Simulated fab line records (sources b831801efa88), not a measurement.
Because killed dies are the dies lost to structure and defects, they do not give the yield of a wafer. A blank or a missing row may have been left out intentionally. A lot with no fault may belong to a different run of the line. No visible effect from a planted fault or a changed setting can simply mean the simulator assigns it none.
The tool behind it: which one? | flow gf180mcu | 12 lots, 36 wafers sampled, at 5 steps of a route of 602

== WHAT THE GAUGES SHOWED, per wafer ==
GF_M4_THK_MEAS_06: measures by xrf. Usual: M4_ALCU_THK gives 452 nm (standard deviation 6.1).
lot  | measured     | on            | M4_ALCU_THK (nm) | flag
L195 | day 22 09:51 | film_metro-01 | 455 455 456      |
L196 | day 23 01:47 | film_metro-02 | 466 450 455      |
L197 | day 23 08:41 | film_metro-03 | 456 457 449      |
L198 | day 23 16:50 | film_metro-03 | 443 438 439      |
L200 | day 24 12:41 | film_metro-01 | 454 452 445      |
L201 | day 24 20:53 | film_metro-03 | 462 451 456      |
L202 | day 25 06:10 | film_metro-03 | 445 441 444      |
L203 | day 25 15:10 | film_metro-02 | 448 449 445      |
L204 | day 25 20:11 | film_metro-03 | 455 450 448      |
L208 | day 27 02:56 | film_metro-02 | 452 451 450      |
L210 | day 27 17:32 | film_metro-01 | 463 463 456      |
L218 | day 30 04:56 | film_metro-03 | 456 457 459      |

GF_M4_CD_MEAS_14: target cd 280 nm. Usual: cd_nm 279.8 nm, standard deviation 1.1.
lot  | measured     | on        | cd_nm (nm)        | flag
L195 | day 23 08:43 | cd_sem-02 | 279.9 279.2 279.5 |
L196 | day 24 00:57 | cd_sem-01 | 278.5 278.7 279.1 |
L197 | day 24 06:53 | cd_sem-02 | 281.2 280.1 279.6 |
L198 | day 24 14:53 | cd_sem-02 | 278.9 280.0 278.7 |
L200 | day 25 10:19 | cd_sem-01 | 278.8 278.5 279.2 |
L201 | day 25 17:48 | cd_sem-01 | 278.9 279.8 279.1 |
L202 | day 26 02:40 | cd_sem-01 | 279.9 280.2 280.6 |
L203 | day 26 12:08 | cd_sem-01 | 278.2 278.4 277.5 |
L204 | day 26 16:48 | cd_sem-01 | 280.3 279.6 278.6 |
L208 | day 27 22:44 | cd_sem-01 | 279.7 278.6 279.2 |
L210 | day 28 12:50 | cd_sem-02 | 273.2 281.1 280.8 |
L218 | day 30 23:10 | cd_sem-01 | 279.5 280.1 280.2 |

== WHICH TOOL RAN EACH LOT (tool, then ch and the chambers of the sampled wafers, then the start) ==
lot  | GF_V3_ETCH_16                      | GF_M4_SPUTTER_03             | GF_M4_EXPOSE_11
L195 | rie_diel-01 ch 0,1,2, day 22 08:08 | pvd_sputter-01, day 22 09:40 | krf_scanner-02 ch 0, day 22 21:54
L196 | rie_diel-02 ch 0,1,3, day 22 23:50 | pvd_sputter-04, day 23 01:35 | krf_scanner-01 ch 0, day 23 13:01
L197 | rie_diel-03 ch 0,1,3, day 23 06:38 | pvd_sputter-04, day 23 08:31 | krf_scanner-01 ch 0, day 23 20:20
L198 | rie_diel-03 ch 0,1,2, day 23 15:02 | pvd_sputter-03, day 23 16:40 | krf_scanner-01 ch 0, day 24 03:59
L200 | rie_diel-03 ch 0,3, day 24 10:59   | pvd_sputter-03, day 24 12:31 | krf_scanner-02 ch 0, day 24 23:47
L201 | rie_diel-01 ch 0,1,3, day 24 19:05 | pvd_sputter-01, day 24 20:41 | krf_scanner-01 ch 0, day 25 07:11
L202 | rie_diel-03 ch 0,2, day 25 04:26   | pvd_sputter-03, day 25 05:58 | krf_scanner-02 ch 0, day 25 16:42
L203 | rie_diel-01 ch 0,1,3, day 25 13:08 | pvd_sputter-03, day 25 14:59 | krf_scanner-02 ch 0, day 26 02:17
L204 | rie_diel-01 ch 0,1, day 25 18:23   | pvd_sputter-04, day 25 19:59 | krf_scanner-02 ch 0, day 26 06:40
L208 | rie_diel-01 ch 0,2, day 27 01:05   | pvd_sputter-03, day 27 02:45 | krf_scanner-02 ch 0, day 27 12:40
L210 | rie_diel-03 ch 0,3, day 27 15:28   | pvd_sputter-01, day 27 17:20 | krf_scanner-02 ch 0, day 28 03:28
L218 | rie_diel-03 ch 0,1,3, day 30 03:14 | pvd_sputter-01, day 30 04:45 | krf_scanner-01 ch 0, day 30 14:27
- GF_V3_ETCH_16: etches BARC in N2/H2.
- GF_M4_SPUTTER_03: material Ti, target thk 10 nm, time 6.7 s.
- GF_M4_EXPOSE_11: exposes mask Metal4, target cd 280 nm.

== AS READ BY THE TOOLS THEMSELVES (means over the sampled wafers that have a number; for cases with no such wafer, the mark the record gives instead) ==
GF_V3_ETCH_16. Usual: drypump_motor_current_A 5.7 A, standard deviation 0.32; oes_product_au 0.856 a.u., standard deviation 0.0045; throttle_valve_pct 13.226 %, standard deviation 0.0089.
lot  | tool        | drypump_motor_current_A (A) | oes_product_au (a.u.) | throttle_valve_pct (%) | flag
L195 | rie_diel-01 | 5.9                         | 0.856                 | 13.229                 |
L196 | rie_diel-02 | 5.9                         | 0.853                 | 13.229                 |
L197 | rie_diel-03 | 5.4                         | 0.853                 | 13.222                 |
L198 | rie_diel-03 | 5.7                         | 0.854                 | 13.238                 |
L200 | rie_diel-03 | 5.5                         | 0.855                 | 13.225                 |
L201 | rie_diel-01 | 5.8                         | 0.858                 | 13.229                 |
L202 | rie_diel-03 | 5.8                         | 0.858                 | 13.230                 |
L203 | rie_diel-01 | 5.8                         | 0.852                 | 13.233                 |
L204 | rie_diel-01 | 6.0                         | 0.857                 | 13.229                 |
L208 | rie_diel-01 | 5.7                         | 0.856                 | 13.223                 |
L210 | rie_diel-03 | 5.4                         | 0.855                 | 13.231                 |
L218 | rie_diel-03 | 5.4                         | 0.856                 | 13.227                 |

GF_M4_SPUTTER_03. Usual: throttle_valve_pct 30.1 %, standard deviation 0.74.
lot  | tool           | throttle_valve_pct (%) | flag
L195 | pvd_sputter-01 | 30.1                   |
L196 | pvd_sputter-04 | 30.1                   |
L197 | pvd_sputter-04 | 30.8                   |
L198 | pvd_sputter-03 | 29.4                   |
L200 | pvd_sputter-03 | 30.3                   |
L201 | pvd_sputter-01 | 29.5                   |
L202 | pvd_sputter-03 | 29.8                   |
L203 | pvd_sputter-03 | 29.9                   |
L204 | pvd_sputter-04 | 30.3                   |
L208 | pvd_sputter-03 | 29.9                   |
L210 | pvd_sputter-01 | 29.8                   |
L218 | pvd_sputter-01 | 29.9                   |

GF_M4_EXPOSE_11. Usual: reticle_temp_C 23.01 C, standard deviation 0.1.
lot  | tool           | reticle_temp_C (C) | flag
L195 | krf_scanner-02 | 23.03              |
L196 | krf_scanner-01 | 22.92              |
L197 | krf_scanner-01 | 23.12              |
L198 | krf_scanner-01 | 22.99              |
L200 | krf_scanner-02 | 22.92              |
L201 | krf_scanner-01 | 23.01              |
L202 | krf_scanner-02 | 23.06              |
L203 | krf_scanner-02 | 23.11              |
L204 | krf_scanner-02 | 22.93              |
L208 | krf_scanner-02 | 22.93              |
L210 | krf_scanner-02 | 23.02              |
L218 | krf_scanner-01 | 23.09              |

== THE ANSWER, worked out from the rows above alone ==
Rule: a lot is off if the mean of its wafers that have a number lies more than 3 standard deviations from the usual mean. A lot without any number at a reading at which 4 lots or more have one is off too. Where the step has rows for the other lots, those lots are counted as sound. Order of review: gauges by route order, followed by the tools' own readings, for which a lot's mean as printed above is used. The first step at which some lot is off is used, and at that step the reading that is off furthest; a lot without a number counts as furthest.
None of the lots is off at any reading shown; this tells nothing.

== WHAT WAS PUT IN BY THE SIMULATOR ==
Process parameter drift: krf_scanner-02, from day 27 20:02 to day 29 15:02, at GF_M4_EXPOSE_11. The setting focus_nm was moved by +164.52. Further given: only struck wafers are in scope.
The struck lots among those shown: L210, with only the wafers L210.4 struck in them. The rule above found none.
